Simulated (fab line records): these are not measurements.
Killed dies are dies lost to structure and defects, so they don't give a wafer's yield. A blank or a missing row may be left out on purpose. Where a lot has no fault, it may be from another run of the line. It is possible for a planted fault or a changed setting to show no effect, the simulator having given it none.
fab line records	flow sky130
record: lots: 24	wafers: 72	last-day: 50
route steps=708 shown NWELL@67 VT_ADJUST_HVTP@93 LDD_P@262 LDD_HVP@287 RES_XHIGH@360 METAL1@449
lots that met no fault: taken from a fault-free run of the same line
start-h: hours from the record's first day to the start of the lot's first wafer shown	wait-h: hours elapsed since this lot's preceding step	" same as the row above	L1.1+2: several wafers, shown together as one row	- no value present, or no start provided	* or withheld: withheld	< > ~ a bound
route shown NAME@n: a module of which the file shows steps, and the number in the route of the first	usual: mean and standard deviation over wafers with no fault	same: alike in all rows	chamber/n: place in a boat	sites: per-site readings	_std_site: the values' standard deviation	_edge_site: the outer-site mean with the inner-site mean subtracted	radius-mm: how far each site lies from the wafer's centre	mask NAME#n: copy n	behind: the most recent tool/chamber to have shaped the wafer	hold: the reason the lot was held/the length of the hold in hours/how it ended	device: the n, p or np transistor that did not switch	end of line: tests run on the same wafers once the route is complete	a step given without rows: its recipe and nothing more	killed: dies lost to structure and defects at the first sort, not the wafer's yield	map: shows each die of a wafer: x if killed, . if not, _ if none is there
set.NAME: the setting that was run; set.NAME@STEP: the one run at that earlier step	model.NAME: the simulator's own value behind a step, which no gauge read
one table for each step of the route and one row for each wafer, over a sample of lots
services: a tool's chamber out of use, with start hour (start-h, from the record's first day; less than 0 if before it), hours out, and reason
== steps ==
step: SKY_NWELL_STRIP_14
recipe: chemistry: O2/N2	power-w: 1400	pressure-mtorr: 1500	platen-temp-c: withheld	o2-flow-sccm: 3000	n2-flow-sccm: 300	overash-fraction: 0.5
usual: chamber-pressure-mTorr: 1500.0/1.4	drypump-motor-current-A: 6.2/0.46	oes-product-au: 0.723/0.0045	strip-time-to-endpoint-s: 36.92/0.11
lot.wafer	tool	chamber	start-h	wait-h	chamber-pressure-mTorr	drypump-motor-current-A	oes-product-au	rf-hours-counter-h	strip-time-to-endpoint-s
L074.2	plasma-asher-02	1	95.79	0.1	1500.0	6.9	0.716	34	37.04
L074.3	"	0	"	"	1498.3	6.1	0.723	-	36.93
L074.5	"	0	"	"	1500.8	6.1	0.723	-	36.89
L077.1	plasma-asher-01	0	106.33	0.1	1503.0	6.1	0.718	45	36.94
L077.2	"	1	"	"	1497.5	5.6	0.723	45	36.98
L077.5	"	0	"	"	1499.2	6.1	0.724	-	37.06
L076.2	plasma-asher-02	1	106.63	0.1	1503.1	6.8	0.723	35	36.85
L076.3	"	0	"	"	1500.4	6.1	0.721	-	36.70
L076.5	"	1	"	"	1497.7	6.8	0.715	-	36.74
L075.2	plasma-asher-04	0	107.28	0.1	1501.1	5.7	0.731	33	36.97
L075.3	"	1	"	"	1500.7	6.6	0.735	-	36.79
L075.6	"	0	"	"	1500.9	5.7	0.724	-	36.83
L079.1	plasma-asher-01	1	111.79	0.1	1498.9	5.6	0.722	46	36.86
L079.2	"	0	"	"	1500.2	6.1	0.718	46	36.93
L079.6	"	0	"	"	1501.4	6.1	0.719	-	36.96
L078.2	plasma-asher-04	1	112.33	0.1	1497.6	6.6	0.726	34	36.84
L078.3	"	1	"	"	1499.5	6.6	0.721	-	36.82
L078.4	"	0	"	"	1499.7	5.7	0.723	-	36.80
L080.1	plasma-asher-04	1	126.78	0.2	1499.2	6.6	0.725	35	37.13
L080.2	"	0	"	"	1500.7	5.7	0.728	35	37.15
L080.3	"	0	"	"	1499.1	5.7	0.717	-	37.05
L081.2	plasma-asher-01	0	126.98	0.1	1502.4	6.1	0.722	48	36.85
L081.3	"	0	"	"	1496.5	6.1	0.718	-	36.80
L081.4	"	1	"	"	1498.9	5.6	0.724	-	36.90
L082.1	plasma-asher-02	0	135.53	0.1	1499.7	6.1	0.720	39	36.88
L082.2	"	1	"	"	1498.4	6.8	0.724	39	36.85
L082.5	"	0	"	"	1498.9	6.1	0.724	-	36.72
L083.1	plasma-asher-04	0	140.73	0.1	1499.3	5.7	0.722	36	36.87
L083.4	"	1	"	"	1500.2	6.6	0.720	-	36.96
L083.6	"	0	"	"	1498.6	5.7	0.722	-	37.02
L085.2	plasma-asher-02	1	148.43	0.1	1499.2	6.9	0.719	40	37.03
L085.4	"	1	"	"	1498.6	6.9	0.726	-	36.99
L085.5	"	0	"	"	1500.2	6.0	0.721	-	36.81
L084.2	plasma-asher-01	1	148.98	0.1	1500.5	5.6	0.722	50	36.78
L084.4	"	1	"	"	1501.2	5.6	0.725	-	36.84
L084.5	"	0	"	"	1500.1	6.1	0.722	-	36.76
L086.1	plasma-asher-02	1	160.48	0.1	1499.5	6.8	0.718	41	37.05
L086.2	"	0	"	"	1500.6	6.1	0.722	41	37.03
L086.6	"	1	"	"	1500.2	6.8	0.726	-	37.09
L087.1	plasma-asher-01	1	161.93	0.1	1500.8	5.6	0.723	51	36.90
L087.2	"	0	"	"	1500.0	6.1	0.721	51	36.94
L087.5	"	1	"	"	1500.0	5.6	0.728	-	36.80
L088.1	plasma-asher-04	0	168.28	0.1	1498.9	5.7	0.724	38	37.01
L088.3	"	0	"	"	1500.6	5.7	0.723	-	36.89
L088.6	"	0	"	"	1499.7	5.7	0.722	-	36.93
L089.3	plasma-asher-02	1	171.52	0.1	1499.4	6.8	0.734	-	36.79
L089.5	"	1	"	"	1499.0	6.9	0.728	-	36.80
L089.6	"	0	"	"	1499.7	6.1	0.728	-	36.97
L090.1	plasma-asher-04	0	184.54	0.1	1500.3	5.7	0.720	40	37.03
L090.2	"	1	"	"	1498.9	6.6	0.733	40	37.05
L090.6	"	0	"	"	1496.4	5.7	0.717	-	37.05
L091.1	plasma-asher-04	1	186.63	0.1	1499.7	6.6	0.717	40	36.94
L091.4	"	0	"	"	1499.5	5.7	0.726	-	36.91
L091.5	"	1	"	"	1501.6	6.6	0.720	-	36.98
L092.1	plasma-asher-02	1	193.74	0.1	1499.4	6.8	0.734	45	36.99
L092.5	"	0	"	"	1500.6	6.0	0.724	-	36.99
L092.6	"	1	"	"	1497.8	6.8	0.723	-	36.88
L093.1	plasma-asher-04	1	199.39	0.1	1500.9	6.6	0.718	41	36.87
L093.4	"	0	"	"	1500.7	5.7	0.724	-	36.90
L093.6	"	0	"	"	1499.0	5.7	0.724	-	36.87
L094.1	plasma-asher-02	0	201.93	0.1	1501.7	6.0	0.725	45	36.84
L094.2	"	1	"	"	1498.4	6.8	0.728	45	37.03
L094.6	"	0	"	"	1501.8	6.1	0.728	-	36.89
L095.1	plasma-asher-01	0	208.48	0.1	1500.1	6.1	0.720	56	37.27
L095.3	"	0	"	"	1502.3	6.1	0.724	-	37.28
L095.6	"	1	"	"	1502.7	5.6	0.726	-	37.25
L096.1	plasma-asher-02	0	214.23	0.1	1499.5	6.1	0.724	47	36.80
L096.2	"	1	"	"	1502.2	6.8	0.731	47	36.82
L096.5	"	1	"	"	1500.1	6.9	0.717	-	36.87
L097.3	plasma-asher-02	1	219.01	0.1	1498.8	6.8	0.725	-	36.92
L097.5	"	1	"	"	1499.6	6.8	0.723	-	36.98
L097.6	"	0	"	"	1501.1	6.1	0.725	-	36.89
step: SKY_VT_ADJUST_HVTP_OVL_MEAS_08
usual: VT_ADJUST_HVTP_OVL: -0.2/1.2
lot.wafer	tool	chamber	start-h	wait-h	VT_ADJUST_HVTP_OVL[nm]
L074.2	overlay-01	-	132.02	0.1	-1.8
L074.3	"	-	"	"	-0.7
L074.5	"	-	"	"	1.0
L077.1	overlay-02	-	144.36	0.1	0.8
L077.2	"	-	"	"	1.8
L077.5	"	-	"	"	0.6
L076.2	overlay-02	-	144.67	0.1	-1.0
L076.3	"	-	"	"	0.3
L076.5	"	-	"	"	-1.2
L075.2	overlay-01	-	145.32	0.1	-0.5
L075.3	"	-	"	"	-1.5
L075.6	"	-	"	"	1.1
L079.1	overlay-02	-	149.31	0.1	-1.4
L079.2	"	-	"	"	-1.1
L079.6	"	-	"	"	-0.5
L078.2	overlay-02	-	150.73	0.1	-1.0
L078.3	"	-	"	"	2.6
L078.4	"	-	"	"	0.4
L080.1	overlay-02	-	166.36	0.1	1.3
L080.2	"	-	"	"	1.1
L080.3	"	-	"	"	0.1
L081.2	overlay-02	-	167.03	0.1	-0.2
L081.3	"	-	"	"	0.7
L081.4	"	-	"	"	0.8
L082.1	overlay-01	-	176.16	0.1	-0.8
L082.2	"	-	"	"	0.0
L082.5	"	-	"	"	-1.1
L083.1	overlay-02	-	180.21	0.1	-1.3
L083.4	"	-	"	"	-0.3
L083.6	"	-	"	"	-1.6
L085.2	overlay-01	-	188.47	0.1	0.9
L085.4	"	-	"	"	0.9
L085.5	"	-	"	"	-1.2
L084.2	overlay-02	-	189.63	0.1	-0.4
L084.4	"	-	"	"	0.3
L084.5	"	-	"	"	-0.2
L086.1	overlay-01	-	202.41	0.1	0.1
L086.2	"	-	"	"	-1.2
L086.6	"	-	"	"	-0.6
L087.1	overlay-01	-	203.71	0.1	-0.2
L087.2	"	-	"	"	-0.2
L087.5	"	-	"	"	-0.4
L088.1	overlay-02	-	209.21	0.1	-0.1
L088.3	"	-	"	"	1.2
L088.6	"	-	"	"	1.1
L089.3	overlay-01	-	212.53	0.1	0.6
L089.5	"	-	"	"	-2.4
L089.6	"	-	"	"	0.1
L090.1	overlay-02	-	227.98	0.1	1.0
L090.2	"	-	"	"	0.7
L090.6	"	-	"	"	-1.1
L091.1	overlay-01	-	230.71	0.1	1.2
L091.4	"	-	"	"	1.3
L091.5	"	-	"	"	1.1
L092.1	overlay-01	-	238.36	0.1	-1.2
L092.5	"	-	"	"	-1.0
L092.6	"	-	"	"	-0.6
L093.1	overlay-01	-	243.86	0.1	0.6
L093.4	"	-	"	"	-1.6
L093.6	"	-	"	"	-1.0
L094.1	overlay-02	-	247.16	0.1	0.2
L094.2	"	-	"	"	-1.3
L094.6	"	-	"	"	0.7
L095.1	overlay-02	-	254.41	0.1	1.7
L095.3	"	-	"	"	0.3
L095.6	"	-	"	"	0.7
L096.1	overlay-01	-	261.01	0.1	-0.1
L096.2	"	-	"	"	0.5
L096.5	"	-	"	"	-1.1
L097.3	overlay-01	-	267.63	0.1	-0.4
L097.5	"	-	"	"	0.8
L097.6	"	-	"	"	-1.3
step: SKY_LDD_P_CD_MEAS_07
recipe: target-cd-nm: 380
usual: cd-nm: 380.9/2.3
lot.wafer	tool	chamber	start-h	wait-h	cd-nm
L074.2	cd-sem-01	-	467.66	0.1	381.8
L074.3	"	-	"	"	382.9
L074.5	"	-	"	"	382.4
L077.1	cd-sem-02	-	469.35	0.1	383.0
L077.2	"	-	"	"	383.9
L077.5	"	-	"	"	384.3
L075.2	cd-sem-01	-	470.46	0.1	381.7
L075.3	"	-	"	"	380.8
L075.6	"	-	"	"	382.9
L079.1	cd-sem-01	-	470.75	0.1	381.6
L079.2	"	-	"	"	380.8
L079.6	"	-	"	"	379.7
L076.2	cd-sem-02	-	470.76	0.1	379.7
L076.3	"	-	"	"	381.0
L076.5	"	-	"	"	381.3
L078.2	cd-sem-01	-	472.01	0.1	381.6
L078.3	"	-	"	"	382.0
L078.4	"	-	"	"	380.8
L080.1	cd-sem-01	-	497.90	0.1	375.7
L080.2	"	-	"	"	380.2
L080.3	"	-	"	"	380.7
L081.2	cd-sem-01	-	500.02	0.1	379.8
L081.3	"	-	"	"	380.8
L081.4	"	-	"	"	383.1
L082.1	cd-sem-02	-	507.70	0.1	380.8
L082.2	"	-	"	"	379.7
L082.5	"	-	"	"	380.6
L083.1	cd-sem-02	-	512.94	0.1	379.9
L083.4	"	-	"	"	381.2
L083.6	"	-	"	"	380.8
L085.2	cd-sem-01	-	524.87	0.1	383.3
L085.4	"	-	"	"	382.8
L085.5	"	-	"	"	385.2
L084.2	cd-sem-02	-	527.36	0.1	377.9
L084.4	"	-	"	"	381.4
L084.5	"	-	"	"	380.6
L086.1	cd-sem-01	-	541.84	0.1	378.8
L086.2	"	-	"	"	378.2
L086.6	"	-	"	"	377.7
L087.1	cd-sem-01	-	545.54	0.1	382.0
L087.2	"	-	"	"	385.2
L087.5	"	-	"	"	384.8
L088.1	cd-sem-01	-	551.09	0.1	379.0
L088.3	"	-	"	"	380.4
L088.6	"	-	"	"	381.8
L089.3	cd-sem-02	-	560.58	0.1	381.2
L089.5	"	-	"	"	381.5
L089.6	"	-	"	"	381.4
L090.1	cd-sem-02	-	580.39	0.1	378.1
L090.2	"	-	"	"	377.3
L090.6	"	-	"	"	378.8
L091.1	cd-sem-02	-	581.94	0.1	379.9
L091.4	"	-	"	"	379.8
L091.5	"	-	"	"	378.5
L092.1	cd-sem-02	-	596.99	0.1	377.7
L092.5	"	-	"	"	376.8
L092.6	"	-	"	"	377.4
L093.1	cd-sem-02	-	598.13	0.3	379.0
L093.4	"	-	"	"	379.2
L093.6	"	-	"	"	379.8
L094.1	cd-sem-02	-	607.60	0.1	380.6
L094.2	"	-	"	"	381.6
L094.6	"	-	"	"	379.1
L095.1	cd-sem-02	-	616.46	0.2	385.9
L095.3	"	-	"	"	382.8
L095.6	"	-	"	"	383.9
L096.1	cd-sem-02	-	620.09	0.1	385.5
L096.2	"	-	"	"	384.2
L096.5	"	-	"	"	384.3
L097.3	cd-sem-02	-	629.53	0.1	382.3
L097.5	"	-	"	"	379.8
L097.6	"	-	"	"	382.3
step: SKY_LDD_HVP_STRIP_09
recipe: chemistry: O2/N2	power-w: 1400	pressure-mtorr: 1500	platen-temp-c: withheld	o2-flow-sccm: 3000	n2-flow-sccm: 300	overash-fraction: 0.5
usual: chamber-pressure-mTorr: 1499.9/1.4	drypump-motor-current-A: 6.1/0.53	oes-product-au: 0.408/0.0047	strip-time-to-endpoint-s: 4.131/0.015
lot.wafer	tool	chamber	start-h	wait-h	chamber-pressure-mTorr	drypump-motor-current-A	oes-product-au	rf-hours-counter-h	strip-time-to-endpoint-s
L074.2	plasma-asher-02	1	528.33	0.1	1499.2	6.8	0.405	10	4.128
L074.3	"	1	"	"	1500.1	6.8	0.400	-	4.132
L074.5	"	0	"	"	1496.9	6.1	0.410	-	4.111
L077.1	plasma-asher-04	0	531.54	0.1	1498.6	5.7	0.406	75	4.108
L077.2	"	1	"	"	1498.9	6.5	0.408	75	4.107
L077.5	"	0	"	"	1498.7	5.7	0.409	-	4.120
L075.2	plasma-asher-03	1	531.68	0.1	1500.8	5.3	0.409	43	4.126
L075.3	"	0	"	"	1499.9	5.8	0.403	-	4.137
L075.6	"	0	"	"	1499.9	5.8	0.408	-	4.148
L076.2	plasma-asher-02	1	531.98	0.1	1499.7	6.8	0.410	10	4.138
L076.3	"	1	"	"	1498.5	6.9	0.411	-	4.135
L076.5	"	1	"	"	1501.4	6.9	0.404	-	4.145
L079.1	plasma-asher-02	0	532.79	0.1	1499.0	6.0	0.406	10	4.106
L079.2	"	1	"	"	1497.5	6.8	0.409	10	4.110
L079.6	"	0	"	"	1500.7	6.0	0.410	-	4.113
L078.2	plasma-asher-04	1	532.88	0.1	1500.3	6.6	0.403	75	4.132
L078.3	"	0	"	"	1499.2	5.7	0.409	-	4.130
L078.4	"	1	"	"	1499.7	6.5	0.407	-	4.144
L080.1	plasma-asher-03	1	559.53	0.1	1499.8	5.3	0.410	46	4.125
L080.2	"	0	"	"	1499.0	5.8	0.402	46	4.113
L080.3	"	1	"	"	1500.5	5.3	0.416	-	4.129
L081.2	plasma-asher-02	0	560.59	0.1	1501.1	6.1	0.404	13	4.129
L081.3	"	1	"	"	1498.8	6.8	0.417	-	4.146
L081.4	"	0	"	"	1498.8	6.1	0.404	-	4.141
L082.1	plasma-asher-03	0	567.38	0.1	1501.7	5.8	0.408	47	4.141
L082.2	"	1	"	"	1500.6	5.3	0.413	47	4.123
L082.5	"	0	"	"	1498.0	5.8	0.403	-	4.139
L083.1	plasma-asher-04	1	573.04	0.1	1501.8	6.6	0.403	79	4.141
L083.4	"	0	"	"	1499.9	5.7	0.411	-	4.134
L083.6	"	1	"	"	1499.4	6.6	0.410	-	4.143
L085.2	plasma-asher-03	0	585.08	0.1	1500.2	5.8	0.411	49	4.136
L085.4	"	0	"	"	1501.4	5.8	0.404	-	4.125
L085.5	"	1	"	"	1500.2	5.3	0.409	-	4.114
L084.2	plasma-asher-02	1	587.69	0.1	1501.2	6.8	0.401	16	4.142
L084.4	"	0	"	"	1502.1	6.1	0.410	-	4.127
L084.5	"	1	"	"	1501.5	6.8	0.401	-	4.118
L086.1	plasma-asher-03	1	600.68	0.1	1499.3	5.3	0.409	51	4.141
L086.2	"	0	"	"	1498.9	5.8	0.410	51	4.124
L086.6	"	1	"	"	1500.3	5.3	0.399	-	4.138
L087.1	plasma-asher-03	1	603.63	0.1	1500.2	5.3	0.409	51	4.124
L087.2	"	0	"	"	1499.0	5.8	0.404	51	4.113
L087.5	"	1	"	"	1500.9	5.3	0.398	-	4.109
L088.1	plasma-asher-04	1	610.83	0.1	1497.2	6.6	0.416	82	4.119
L088.3	"	0	"	"	1501.7	5.7	0.409	-	4.122
L088.6	"	1	"	"	1499.5	6.6	0.410	-	4.125
L089.3	plasma-asher-03	1	619.66	0.1	1497.7	5.3	0.404	-	4.141
L089.5	"	0	"	"	1501.4	5.8	0.406	-	4.116
L089.6	"	1	"	"	1499.0	5.3	0.420	-	4.133
L090.1	plasma-asher-04	0	638.79	0.1	1498.9	5.7	0.408	85	4.119
L090.2	"	1	"	"	1498.5	6.6	0.409	85	4.123
L090.6	"	1	"	"	1499.1	6.6	0.412	-	4.126
L091.1	plasma-asher-02	0	640.48	0.1	1498.1	6.0	0.411	21	4.176
L091.4	"	0	"	"	1500.1	6.1	0.414	-	4.151
L091.5	"	0	"	"	1500.5	6.0	0.413	-	4.159
L092.1	plasma-asher-02	0	655.73	0.1	1497.6	6.1	0.407	22	4.134
L092.5	"	1	"	"	1500.8	6.9	0.412	-	4.142
L092.6	"	0	"	"	1499.8	6.1	0.410	-	4.165
L093.1	plasma-asher-02	1	656.13	0.1	1500.0	6.9	0.414	22	4.116
L093.4	"	0	"	"	1497.5	6.1	0.409	-	4.122
L093.6	"	0	"	"	1503.3	6.1	0.402	-	4.126
L094.1	plasma-asher-04	1	664.29	0.1	1500.8	6.6	0.404	87	4.143
L094.2	"	0	"	"	1501.3	5.7	0.405	87	4.128
L094.6	"	1	"	"	1500.9	6.6	0.408	-	4.129
L095.1	plasma-asher-02	0	672.94	0.1	1500.4	6.1	0.411	23	4.127
L095.3	"	0	"	"	1498.2	6.1	0.406	-	4.124
L095.6	"	1	"	"	1498.9	6.8	0.400	-	4.129
L096.1	plasma-asher-04	0	677.83	0.1	1498.7	5.7	0.415	88	4.136
L096.2	"	1	"	"	1501.0	6.5	0.405	88	4.155
L096.5	"	1	"	"	1496.7	6.6	0.395	-	4.140
L097.3	plasma-asher-03	1	686.41	0.1	1500.0	5.3	0.403	-	4.149
L097.5	"	1	"	"	1501.2	5.3	0.405	-	4.141
L097.6	"	0	"	"	1499.8	5.8	0.410	-	4.137
step: SKY_SD_N_RS_MEAS_18
recipe: thk-meas-gauge: four-point-probe
usual: RES_XHIGH_RS: 333.1/1
lot.wafer	tool	chamber	start-h	wait-h	RES_XHIGH_RS[ohm/sq]
L074.2	film-metro-04	-	677.85	0.1	333.6
L074.3	"	-	"	"	332.8
L074.5	"	-	"	"	333.7
L076.2	film-metro-03	-	681.04	0.1	333.4
L076.3	"	-	"	"	332.8
L076.5	"	-	"	"	332.9
L077.1	film-metro-01	-	682.14	0.1	333.9
L077.2	"	-	"	"	334.1
L077.5	"	-	"	"	335.4
L075.2	film-metro-03	-	682.14	0.1	331.9
L075.3	"	-	"	"	332.4
L075.6	"	-	"	"	332.6
L078.2	film-metro-01	-	683.74	0.1	331.9
L078.3	"	-	"	"	332.6
L078.4	"	-	"	"	331.6
L079.1	film-metro-01	-	684.57	0.1	332.7
L079.2	"	-	"	"	332.6
L079.6	"	-	"	"	332.6
L080.1	film-metro-03	-	707.28	0.1	332.5
L080.2	"	-	"	"	333.5
L080.3	"	-	"	"	332.0
L081.2	film-metro-01	-	707.37	0.1	333.3
L081.3	"	-	"	"	333.0
L081.4	"	-	"	"	334.1
L082.1	film-metro-04	-	713.87	0.1	331.5
L082.2	"	-	"	"	331.0
L082.5	"	-	"	"	331.7
L083.1	film-metro-03	-	718.82	0.1	334.1
L083.4	"	-	"	"	334.2
L083.6	"	-	"	"	333.8
L085.2	film-metro-03	-	729.54	0.1	333.2
L085.4	"	-	"	"	335.5
L085.5	"	-	"	"	334.2
L084.2	film-metro-01	-	732.10	0.1	333.9
L084.4	"	-	"	"	332.8
L084.5	"	-	"	"	332.9
L086.1	film-metro-03	-	745.07	0.1	332.4
L086.2	"	-	"	"	331.7
L086.6	"	-	"	"	330.7
L087.1	film-metro-04	-	746.62	0.1	334.1
L087.2	"	-	"	"	332.2
L087.5	"	-	"	"	334.7
L088.1	film-metro-01	-	753.77	0.1	332.4
L088.3	"	-	"	"	334.8
L088.6	"	-	"	"	332.3
L089.3	film-metro-03	-	760.72	0.1	334.1
L089.5	"	-	"	"	334.1
L089.6	"	-	"	"	334.4
L090.1	film-metro-01	-	779.07	0.1	334.3
L090.2	"	-	"	"	333.4
L090.6	"	-	"	"	332.9
L091.1	film-metro-03	-	782.52	0.1	333.1
L091.4	"	-	"	"	333.3
L091.5	"	-	"	"	333.1
L092.1	film-metro-01	-	798.02	0.1	332.6
L092.5	"	-	"	"	332.6
L092.6	"	-	"	"	331.8
L093.1	film-metro-03	-	798.38	0.1	332.4
L093.4	"	-	"	"	333.0
L093.6	"	-	"	"	332.2
L094.1	film-metro-04	-	808.68	0.1	332.2
L094.2	"	-	"	"	332.4
L094.6	"	-	"	"	331.9
L095.1	film-metro-01	-	811.68	0.1	332.5
L095.3	"	-	"	"	332.4
L095.6	"	-	"	"	331.8
L096.1	film-metro-01	-	815.53	0.1	333.0
L096.2	"	-	"	"	332.4
L096.5	"	-	"	"	332.9
L097.3	film-metro-01	-	825.67	0.1	334.4
L097.5	"	-	"	"	332.8
L097.6	"	-	"	"	333.5
step: SKY_METAL1_CD_MEAS_15
recipe: target-cd-nm: 140
usual: cd-nm: 140.6/1.7
lot.wafer	tool	chamber	start-h	wait-h	cd-nm
L074.2	cd-sem-01	-	791.36	-	137.8
L074.3	"	-	"	"	138.0
L074.5	"	-	"	"	138.1
L076.2	cd-sem-01	-	794.26	-	141.2
L076.3	"	-	"	"	140.1
L076.5	"	-	"	"	139.3
L075.2	cd-sem-01	-	796.01	-	139.1
L075.3	"	-	"	"	139.5
L075.6	"	-	"	"	138.4
L077.1	cd-sem-01	-	796.64	-	140.0
L077.2	"	-	"	"	141.3
L077.5	"	-	"	"	140.4
L078.2	cd-sem-02	-	797.91	-	141.3
L078.3	"	-	"	"	142.7
L078.4	"	-	"	"	140.3
L079.1	cd-sem-01	-	798.54	-	140.9
L079.2	"	-	"	"	139.9
L079.6	"	-	"	"	141.4
L080.1	cd-sem-02	-	819.89	-	142.8
L080.2	"	-	"	"	139.5
L080.3	"	-	"	"	139.4
L081.2	cd-sem-02	-	821.01	-	140.2
L081.3	"	-	"	"	139.9
L081.4	"	-	"	"	140.6
L082.1	cd-sem-01	-	827.05	-	139.7
L082.2	"	-	"	"	141.8
L082.5	"	-	"	"	141.9
L083.1	cd-sem-01	-	828.64	-	141.1
L083.4	"	-	"	"	142.2
L083.6	"	-	"	"	142.3
L085.2	cd-sem-02	-	840.71	-	136.8
L085.4	"	-	"	"	137.8
L085.5	"	-	"	"	139.6
L084.2	cd-sem-01	-	841.72	-	141.5
L084.4	"	-	"	"	143.3
L084.5	"	-	"	"	141.4
L086.1	cd-sem-02	-	855.50	-	141.6
L086.2	"	-	"	"	140.4
L086.6	"	-	"	"	141.2
L087.1	cd-sem-01	-	855.85	-	140.7
L087.2	"	-	"	"	141.1
L087.5	"	-	"	"	139.8
L088.1	cd-sem-01	-	862.54	-	138.7
L088.3	"	-	"	"	141.6
L088.6	"	-	"	"	139.5
L089.3	cd-sem-02	-	870.53	-	139.6
L089.5	"	-	"	"	139.9
L089.6	"	-	"	"	139.5
L090.1	cd-sem-01	-	887.19	-	143.1
L090.2	"	-	"	"	140.6
L090.6	"	-	"	"	143.8
L091.1	cd-sem-02	-	891.84	-	143.4
L091.4	"	-	"	"	143.2
L091.5	"	-	"	"	141.5
L092.1	cd-sem-02	-	908.79	-	143.0
L092.5	"	-	"	"	141.4
L092.6	"	-	"	"	144.7
L093.1	cd-sem-01	-	909.00	-	139.0
L093.4	"	-	"	"	139.2
L093.6	"	-	"	"	140.9
L094.1	cd-sem-02	-	915.05	-	141.2
L094.2	"	-	"	"	141.3
L094.6	"	-	"	"	139.6
L095.1	cd-sem-02	-	918.94	-	141.0
L095.3	"	-	"	"	140.8
L095.6	"	-	"	"	140.6
L096.1	cd-sem-02	-	921.64	-	137.2
L096.2	"	-	"	"	136.3
L096.5	"	-	"	"	136.8
L097.3	cd-sem-01	-	933.48	-	139.8
L097.5	"	-	"	"	140.2
L097.6	"	-	"	"	140.0
== services ==
tool	chamber	start-h	hours	kind
plasma-asher-02	-	77.68	14.6	pm
plasma-asher-03	-	84.62	1.5	repair
plasma-asher-03	-	108.75	9.0	pm
plasma-asher-03	0	108.75	9.0	vent-cycle
plasma-asher-03	1	108.75	9.0	vent-cycle
plasma-asher-04	-	113.94	2.8	pm
plasma-asher-04	-	159.66	7.4	repair
plasma-asher-04	-	217.21	5.9	repair
plasma-asher-02	-	257.77	0.9	repair
plasma-asher-04	-	302.61	2.5	repair
plasma-asher-02	-	359.50	28.1	pm
plasma-asher-02	-	392.78	0.5	repair
plasma-asher-02	-	421.25	9.0	pm
plasma-asher-02	0	421.25	9.2	vent-cycle
plasma-asher-02	1	421.25	9.2	vent-cycle
plasma-asher-02	-	429.16	1.3	repair
plasma-asher-02	0	430.25	-	clean
plasma-asher-02	1	430.25	-	clean
plasma-asher-01	-	440.93	0.7	repair
plasma-asher-01	-	519.53	15.6	pm
plasma-asher-04	-	598.25	7.4	repair
plasma-asher-04	-	641.80	4.8	repair
plasma-asher-02	-	642.93	5.8	repair
plasma-asher-04	-	652.52	3.4	repair
== key ==
fault none
